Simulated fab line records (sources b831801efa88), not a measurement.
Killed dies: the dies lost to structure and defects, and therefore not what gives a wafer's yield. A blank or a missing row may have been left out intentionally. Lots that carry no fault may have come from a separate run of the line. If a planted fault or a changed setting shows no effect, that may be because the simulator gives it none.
The tool behind it: which one? || flow gf180mcu || Sampling: 14 lots, 42 wafers, 4 of 602 route steps

WHAT THE GAUGES READ, wafer by wafer
GF_STI_THK_MEAS_22. Usual: STI_OXIDATION_01_THK gives 14.94 nm (standard deviation 0.24).
{"lot": "L617", "measured": "day 2 09:36", "on": "film_metro-01", "STI_OXIDATION_01_THK (nm)": "15.21 15.20 15.22", "flag": ""}
{"lot": "L619", "measured": "day 3 00:55", "on": "film_metro-01", "STI_OXIDATION_01_THK (nm)": "15.37 15.26 15.32", "flag": ""}
{"lot": "L620", "measured": "day 3 00:55", "on": "film_metro-03", "STI_OXIDATION_01_THK (nm)": "14.97 14.94 15.00", "flag": ""}
{"lot": "L621", "measured": "day 3 06:06", "on": "film_metro-03", "STI_OXIDATION_01_THK (nm)": "15.13 14.93 15.29", "flag": ""}
{"lot": "L622", "measured": "day 3 11:30", "on": "film_metro-03", "STI_OXIDATION_01_THK (nm)": "15.05 14.77 14.81", "flag": ""}
{"lot": "L624", "measured": "day 3 22:59", "on": "film_metro-02", "STI_OXIDATION_01_THK (nm)": "14.78 15.22 14.83", "flag": ""}
{"lot": "L625", "measured": "day 4 01:26", "on": "film_metro-02", "STI_OXIDATION_01_THK (nm)": "14.87 14.52 14.68", "flag": ""}
{"lot": "L627", "measured": "day 4 12:04", "on": "film_metro-01", "STI_OXIDATION_01_THK (nm)": "15.32 15.13 15.22", "flag": ""}
{"lot": "L628", "measured": "day 4 18:20", "on": "film_metro-02", "STI_OXIDATION_01_THK (nm)": "14.90 14.72 14.78", "flag": ""}
{"lot": "L629", "measured": "day 4 22:16", "on": "film_metro-03", "STI_OXIDATION_01_THK (nm)": "14.99 14.76 15.03", "flag": ""}
{"lot": "L630", "measured": "day 5 06:25", "on": "film_metro-01", "STI_OXIDATION_01_THK (nm)": "14.81 14.87 14.92", "flag": ""}
{"lot": "L636", "measured": "day 6 10:40", "on": "film_metro-01", "STI_OXIDATION_01_THK (nm)": "14.42 14.42 14.41", "flag": ""}
{"lot": "L638", "measured": "day 6 20:01", "on": "film_metro-01", "STI_OXIDATION_01_THK (nm)": "14.88 15.07 15.09", "flag": ""}
{"lot": "L639", "measured": "day 7 01:28", "on": "film_metro-01", "STI_OXIDATION_01_THK (nm)": "15.02 15.00 14.89", "flag": ""}

GF_VT_IMPLANT_OVL_MEAS_29. Usual: VT_IMPLANT_02_OVL gives 0.3 nm (standard deviation 1.4).
{"lot": "L617", "measured": "day 7 01:27", "on": "overlay-02", "VT_IMPLANT_02_OVL (nm)": "-0.7 0.9 0.3", "flag": ""}
{"lot": "L619", "measured": "day 8 00:01", "on": "overlay-02", "VT_IMPLANT_02_OVL (nm)": "-1.1 -0.9 -0.7", "flag": ""}
{"lot": "L620", "measured": "day 7 22:08", "on": "overlay-01", "VT_IMPLANT_02_OVL (nm)": "-0.4 -0.8 0.3", "flag": ""}
{"lot": "L621", "measured": "day 8 06:03", "on": "overlay-02", "VT_IMPLANT_02_OVL (nm)": "2.0 1.6 1.2", "flag": ""}
{"lot": "L622", "measured": "day 8 11:34", "on": "overlay-02", "VT_IMPLANT_02_OVL (nm)": "-0.5 0.0 -0.9", "flag": ""}
{"lot": "L624", "measured": "day 9 01:17", "on": "overlay-01", "VT_IMPLANT_02_OVL (nm)": "-0.6 -0.4 0.8", "flag": ""}
{"lot": "L625", "measured": "day 9 05:04", "on": "overlay-01", "VT_IMPLANT_02_OVL (nm)": "0.1 1.2 -0.4", "flag": ""}
{"lot": "L627", "measured": "day 9 20:50", "on": "overlay-02", "VT_IMPLANT_02_OVL (nm)": "1.4 0.4 1.3", "flag": ""}
{"lot": "L628", "measured": "day 10 03:28", "on": "overlay-02", "VT_IMPLANT_02_OVL (nm)": "-2.7 -1.3 -2.6", "flag": ""}
{"lot": "L629", "measured": "day 10 10:00", "on": "overlay-02", "VT_IMPLANT_02_OVL (nm)": "2.0 -0.1 2.3", "flag": ""}
{"lot": "L630", "measured": "day 11 00:07", "on": "overlay-02", "VT_IMPLANT_02_OVL (nm)": "-1.0 -2.3 -2.1", "flag": ""}
{"lot": "L636", "measured": "day 12 08:31", "on": "overlay-02", "VT_IMPLANT_02_OVL (nm)": "-0.6 -2.0 -1.6", "flag": ""}
{"lot": "L638", "measured": "day 12 20:19", "on": "overlay-01", "VT_IMPLANT_02_OVL (nm)": "1.6 0.8 1.5", "flag": ""}
{"lot": "L639", "measured": "day 13 01:26", "on": "overlay-01", "VT_IMPLANT_02_OVL (nm)": "0.4 1.0 1.5", "flag": ""}

GF_DUAL_GATE_THK_MEAS_03. Usual: DUAL_GATE_OXIDATION_00_THK gives 10.79 nm (standard deviation 0.23).
{"lot": "L617", "measured": "day 7 19:52", "on": "film_metro-02", "DUAL_GATE_OXIDATION_00_THK (nm)": "10.91 11.01 11.03", "flag": ""}
{"lot": "L619", "measured": "day 8 19:10", "on": "film_metro-03", "DUAL_GATE_OXIDATION_00_THK (nm)": "11.00 10.86 10.86", "flag": ""}
{"lot": "L620", "measured": "day 8 17:43", "on": "film_metro-01", "DUAL_GATE_OXIDATION_00_THK (nm)": "10.42 10.57 10.33", "flag": ""}
{"lot": "L621", "measured": "day 9 01:46", "on": "film_metro-03", "DUAL_GATE_OXIDATION_00_THK (nm)": "10.93 11.03 10.94", "flag": ""}
{"lot": "L622", "measured": "day 9 08:46", "on": "film_metro-03", "DUAL_GATE_OXIDATION_00_THK (nm)": "11.25 11.23 11.42", "flag": ""}
{"lot": "L624", "measured": "day 9 22:32", "on": "film_metro-02", "DUAL_GATE_OXIDATION_00_THK (nm)": "11.09 11.16 10.88", "flag": ""}
{"lot": "L625", "measured": "day 10 01:27", "on": "film_metro-03", "DUAL_GATE_OXIDATION_00_THK (nm)": "10.91 10.91 10.89", "flag": ""}
{"lot": "L627", "measured": "day 10 16:59", "on": "film_metro-03", "DUAL_GATE_OXIDATION_00_THK (nm)": "10.68 10.53 10.83", "flag": ""}
{"lot": "L628", "measured": "day 11 00:35", "on": "film_metro-01", "DUAL_GATE_OXIDATION_00_THK (nm)": "11.15 10.95 11.02", "flag": ""}
{"lot": "L629", "measured": "day 11 07:58", "on": "film_metro-02", "DUAL_GATE_OXIDATION_00_THK (nm)": "10.66 10.74 10.75", "flag": ""}
{"lot": "L630", "measured": "day 11 23:01", "on": "film_metro-01", "DUAL_GATE_OXIDATION_00_THK (nm)": "10.70 10.70 10.58", "flag": ""}
{"lot": "L636", "measured": "day 13 06:58", "on": "film_metro-03", "DUAL_GATE_OXIDATION_00_THK (nm)": "10.93 10.75 10.95", "flag": ""}
{"lot": "L638", "measured": "day 13 19:02", "on": "film_metro-01", "DUAL_GATE_OXIDATION_00_THK (nm)": "10.81 10.80 10.87", "flag": ""}
{"lot": "L639", "measured": "day 14 01:03", "on": "film_metro-01", "DUAL_GATE_OXIDATION_00_THK (nm)": "10.94 10.95 10.79", "flag": ""}

EACH LOT AND THE TOOL THAT RAN IT (in order: tool; ch and the chambers of the sampled wafers; start)
{"lot": "L617", "GF_STI_DEVELOP_11": "litho_track-02 ch 0, day 2 07:34"}
{"lot": "L619", "GF_STI_DEVELOP_11": "litho_track-04 ch 0, day 2 18:42"}
{"lot": "L620", "GF_STI_DEVELOP_11": "litho_track-01 ch 0, day 2 22:46"}
{"lot": "L621", "GF_STI_DEVELOP_11": "litho_track-04 ch 0, day 3 02:32"}
{"lot": "L622", "GF_STI_DEVELOP_11": "litho_track-04 ch 0, day 3 08:17"}
{"lot": "L624", "GF_STI_DEVELOP_11": "litho_track-01 ch 0, day 3 20:34"}
{"lot": "L625", "GF_STI_DEVELOP_11": "litho_track-04 ch 0, day 3 23:27"}
{"lot": "L627", "GF_STI_DEVELOP_11": "litho_track-04 ch 0, day 4 09:53"}
{"lot": "L628", "GF_STI_DEVELOP_11": "litho_track-04 ch 0, day 4 14:42"}
{"lot": "L629", "GF_STI_DEVELOP_11": "litho_track-04 ch 0, day 4 19:54"}
{"lot": "L630", "GF_STI_DEVELOP_11": "litho_track-02 ch 0, day 5 02:14"}
{"lot": "L636", "GF_STI_DEVELOP_11": "litho_track-02 ch 0, day 6 08:40"}
{"lot": "L638", "GF_STI_DEVELOP_11": "litho_track-01 ch 0, day 6 18:01"}
{"lot": "L639", "GF_STI_DEVELOP_11": "litho_track-01 ch 0, day 6 23:28"}
- GF_STI_DEVELOP_11: develop time 60 s.

AS READ BY THE TOOLS THEMSELVES (means over the sampled wafers that have a number; for cases with no such wafer, the mark the record gives instead)
GF_STI_DEVELOP_11. Usual: developer_temp_C reads 20.99 C (standard deviation 0.089).
{"lot": "L617", "tool": "litho_track-02", "developer_temp_C (C)": 21.02, "flag": ""}
{"lot": "L619", "tool": "litho_track-04", "developer_temp_C (C)": 21.01, "flag": ""}
{"lot": "L620", "tool": "litho_track-01", "developer_temp_C (C)": 21.03, "flag": ""}
{"lot": "L621", "tool": "litho_track-04", "developer_temp_C (C)": 20.93, "flag": ""}
{"lot": "L622", "tool": "litho_track-04", "developer_temp_C (C)": 20.95, "flag": ""}
{"lot": "L624", "tool": "litho_track-01", "developer_temp_C (C)": 21.01, "flag": ""}
{"lot": "L625", "tool": "litho_track-04", "developer_temp_C (C)": 20.92, "flag": ""}
{"lot": "L627", "tool": "litho_track-04", "developer_temp_C (C)": 21.08, "flag": ""}
{"lot": "L628", "tool": "litho_track-04", "developer_temp_C (C)": 21.76, "flag": "OFF"}
{"lot": "L629", "tool": "litho_track-04", "developer_temp_C (C)": 21.75, "flag": "OFF"}
{"lot": "L630", "tool": "litho_track-02", "developer_temp_C (C)": 21.08, "flag": ""}
{"lot": "L636", "tool": "litho_track-02", "developer_temp_C (C)": 21.00, "flag": ""}
{"lot": "L638", "tool": "litho_track-01", "developer_temp_C (C)": 21.03, "flag": ""}
{"lot": "L639", "tool": "litho_track-01", "developer_temp_C (C)": 20.92, "flag": ""}

THE ANSWER, worked out from the rows above alone
Rule: take the mean of a lot's wafers that have a number; if it is more than 3 standard deviations from the usual mean, the lot is off. A lot without any number at a reading at which 4 lots or more have one is off too. Any other lot the step has rows for is counted as sound. The gauges are gone through in route order, then the tools' own readings, and for those a lot's mean is taken as printed above. The first step at which some lot is off is used, and at that step the reading that is off furthest; a lot without a number counts as furthest.
Off, at GF_STI_DEVELOP_11 on developer_temp_C: L628, L629.
A tool fits if, at that step or a process step before it, it ran every lot that is off, and no sound lot after the first of them. One candidate fits, namely litho_track-04 at GF_STI_DEVELOP_11. A fault onset in the window from L627 (day 4 09:53, its last sound lot) to L628 (day 4 14:42, its first lot off) fits.
The tool's own readings at GF_STI_DEVELOP_11 bear it out: on the lots that are off they differ by more than 5 times the standard deviation of the sound lots' means. developer_temp_C reads 21.76 C there against 21.00 C on the sound lots.

WHAT THE SIMULATOR HAD INSERTED
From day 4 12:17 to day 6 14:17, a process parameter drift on litho_track-04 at GF_STI_DEVELOP_11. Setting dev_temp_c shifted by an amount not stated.
Shown lots that were struck: L628, L629. The rule given above showed the same thing.
